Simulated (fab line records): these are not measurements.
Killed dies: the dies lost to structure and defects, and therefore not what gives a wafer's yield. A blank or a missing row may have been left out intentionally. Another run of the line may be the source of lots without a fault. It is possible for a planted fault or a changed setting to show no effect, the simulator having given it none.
Which tool did it? | flow sky130 | 11 lots with 33 wafers sampled at 4 steps, on a route of 708 steps

WHAT THE GAUGES READ, wafer by wafer
SKY_POLY_GATE_THK_MEAS_01. Usual: for POLY_GATE_CVD_00_THK the level is 179.4 nm and the standard deviation is 1.4.
lot  | measured     | on           | POLY_GATE_CVD_00_THK (nm) | flag
L293 | day 14 11:31 | filmMetro-01 | 178.5 179.3 179.3         | 
L298 | day 16 09:28 | filmMetro-03 | 181.7 180.7 181.2         | 
L300 | day 16 22:54 | filmMetro-01 | 179.0 179.5 179.8         | 
L301 | day 17 03:41 | filmMetro-04 | 178.8 179.1 178.3         | 
L302 | day 17 21:23 | filmMetro-01 | 180.5 181.6 180.5         | 
L303 | day 18 01:46 | filmMetro-04 | 179.9 178.0 178.5         | 
L304 | day 18 14:11 | filmMetro-03 | 164.2 166.2 166.2         | OFF
L305 | day 18 22:27 | filmMetro-01 | 167.0 165.8 165.6         | OFF
L306 | day 19 02:34 | filmMetro-04 | 167.1 165.4 164.8         | OFF
L314 | day 21 21:32 | filmMetro-01 | 176.4 178.6 177.2         | 
L315 | day 22 03:20 | filmMetro-03 | 179.4 178.7 179.8         | 

SKY_METAL1_OVL_MEAS_16. Usual: for METAL1_OVL the level is 3 nm and the standard deviation is 6.
lot  | measured     | on         | METAL1_OVL (nm) | flag
L293 | day 33 07:35 | overlay-02 | 7 -1 8          | 
L298 | day 35 01:31 | overlay-02 | 0 3 6           | 
L300 | day 35 11:40 | overlay-01 | 4 6 -2          | 
L301 | day 35 17:13 | overlay-02 | 3 -11 -2        | 
L302 | day 36 11:24 | overlay-02 | -2 0 -2         | 
L303 | day 36 13:25 | overlay-01 | -1 -3 -4        | 
L304 | day 36 21:02 | overlay-01 | 5 10 4          | 
L305 | day 37 08:49 | overlay-02 | 3 -8 1          | 
L306 | day 37 12:29 | overlay-01 | 9 15 10         | 
L314 | day 39 18:15 | overlay-02 | -6 4 -3         | 
L315 | day 40 03:02 | overlay-02 | 9 4 7           | 

WHAT TOOL EACH LOT RAN ON (gives the tool, then ch and the chambers of the sampled wafers, and finally the start)
lot  | SKY_POLY_GATE_CVD_00        | SKY_POLY_GATE_ETCH_17
L293 | lpcvd-01 ch 1, day 14 10:19 | rieSi-01 ch 2,3, day 16 22:41
L298 | lpcvd-01 ch 0, day 16 08:16 | rieSi-01 ch 0,1,2, day 18 23:28
L300 | lpcvd-01 ch 1, day 16 21:42 | rieSi-01 ch 2,3, day 19 12:26
L301 | lpcvd-01 ch 0, day 17 02:29 | rieSi-01 ch 0,1,2, day 19 19:05
L302 | lpcvd-01 ch 0, day 17 20:11 | rieSi-02 ch 1,2,3, day 20 12:14
L303 | lpcvd-01 ch 0, day 18 00:34 | rieSi-01 ch 0,3, day 20 16:40
L304 | lpcvd-01 ch 1, day 18 12:59 | rieSi-02 ch 0,1,2, day 21 05:07
L305 | lpcvd-01 ch 1, day 18 21:15 | rieSi-01 ch 0,2, day 21 14:04
L306 | lpcvd-01 ch 1, day 19 01:21 | rieSi-02 ch 1,2, day 21 18:37
L314 | lpcvd-01 ch 0, day 21 20:20 | rieSi-02 ch 1,2,3, day 24 11:44
L315 | lpcvd-01 ch 0, day 22 02:08 | rieSi-01 ch 0,1,2, day 24 18:25
- SKY_POLY_GATE_CVD_00: deposits poly-Si, target thk 180 nm, time 720 s.
- SKY_POLY_GATE_ETCH_17: etches poly-Si in HBr/Cl2, stops on SiO2, target depth 180 nm, time 70.5 s.

AS READ BY THE TOOLS THEMSELVES (means over the sampled wafers that have a number; for cases with no such wafer, the mark the record gives instead)
SKY_POLY_GATE_CVD_00. Usual: susceptorTempC 620.0 C, standard deviation 0.32; zonePowerBottomPct 13.7 %, standard deviation 0.54; zonePowerLowerPct 8.4 %, standard deviation 0.69.
lot  | tool     | susceptorTempC (C) | zonePowerBottomPct (%) | zonePowerLowerPct (%) | flag
L293 | lpcvd-01 | 620.7              | 13.1                   | 7.7                   | 
L298 | lpcvd-01 | 620.3              | 14.2                   | 9.1                   | 
L300 | lpcvd-01 | 619.6              | 13.2                   | 7.8                   | 
L301 | lpcvd-01 | 620.0              | 14.2                   | 9.1                   | 
L302 | lpcvd-01 | 620.0              | 14.2                   | 9.1                   | 
L303 | lpcvd-01 | 619.9              | 14.2                   | 9.0                   | 
L304 | lpcvd-01 | 620.3              | 13.4                   | 7.8                   | 
L305 | lpcvd-01 | 619.9              | 13.1                   | 7.8                   | 
L306 | lpcvd-01 | 620.4              | 13.2                   | 7.8                   | 
L314 | lpcvd-01 | 620.4              | 14.2                   | 9.1                   | 
L315 | lpcvd-01 | 619.7              | 14.1                   | 9.0                   | 

SKY_POLY_GATE_ETCH_17. Usual: drypumpMotorCurrentA 5.7 A, standard deviation 0.49; oesProductAu 0.984 a.u., standard deviation 0.0079; throttleValvePct 33.684 %, standard deviation 0.0087.
lot  | tool     | drypumpMotorCurrentA (A) | oesProductAu (a.u.) | throttleValvePct (%) | flag
L293 | rieSi-01 | 5.2                      | 0.990               | 33.682               | 
L298 | rieSi-01 | 6.0                      | 0.985               | 33.686               | 
L300 | rieSi-01 | 5.6                      | 0.985               | 33.682               | 
L301 | rieSi-01 | 6.0                      | 0.975               | 33.685               | 
L302 | rieSi-02 | 5.9                      | 0.991               | 33.685               | 
L303 | rieSi-01 | 5.6                      | 0.977               | 33.671               | 
L304 | rieSi-02 | 5.7                      | 0.936               | 33.678               | OFF
L305 | rieSi-01 | 6.0                      | 0.940               | 33.688               | OFF
L306 | rieSi-02 | 5.8                      | 0.937               | 33.690               | OFF
L314 | rieSi-02 | 6.0                      | 0.979               | 33.680               | 
L315 | rieSi-01 | 6.0                      | 0.977               | 33.689               | 

THE ANSWER, worked out from the rows above alone
Rule: lot off if the mean of its wafers having a number is beyond 3 standard deviations from the usual mean. A lot without any number at a reading at which 4 lots or more have one is off too. All remaining lots with rows at the step are treated as sound. Order of review: gauges by route order, followed by the tools' own readings, for which a lot's mean as printed above is used. At the first step where some lot is off, the reading lying furthest off is the one used; lots without a number count as furthest.
Off: L304, L305, L306, at SKY_POLY_GATE_THK_MEAS_01 (POLY_GATE_CVD_00_THK).
If a tool, at a process step before that reading, ran all the lots that are off and no sound lot after the first of them, it fits. The gauges at SKY_POLY_GATE_THK_MEAS_01 aren't tried: what is off there is off at SKY_POLY_GATE_ETCH_17 too, on other tools, and a gauge's error can't cause that. Of those tried, none fits.

WHAT THE SIMULATOR HAD PUT IN
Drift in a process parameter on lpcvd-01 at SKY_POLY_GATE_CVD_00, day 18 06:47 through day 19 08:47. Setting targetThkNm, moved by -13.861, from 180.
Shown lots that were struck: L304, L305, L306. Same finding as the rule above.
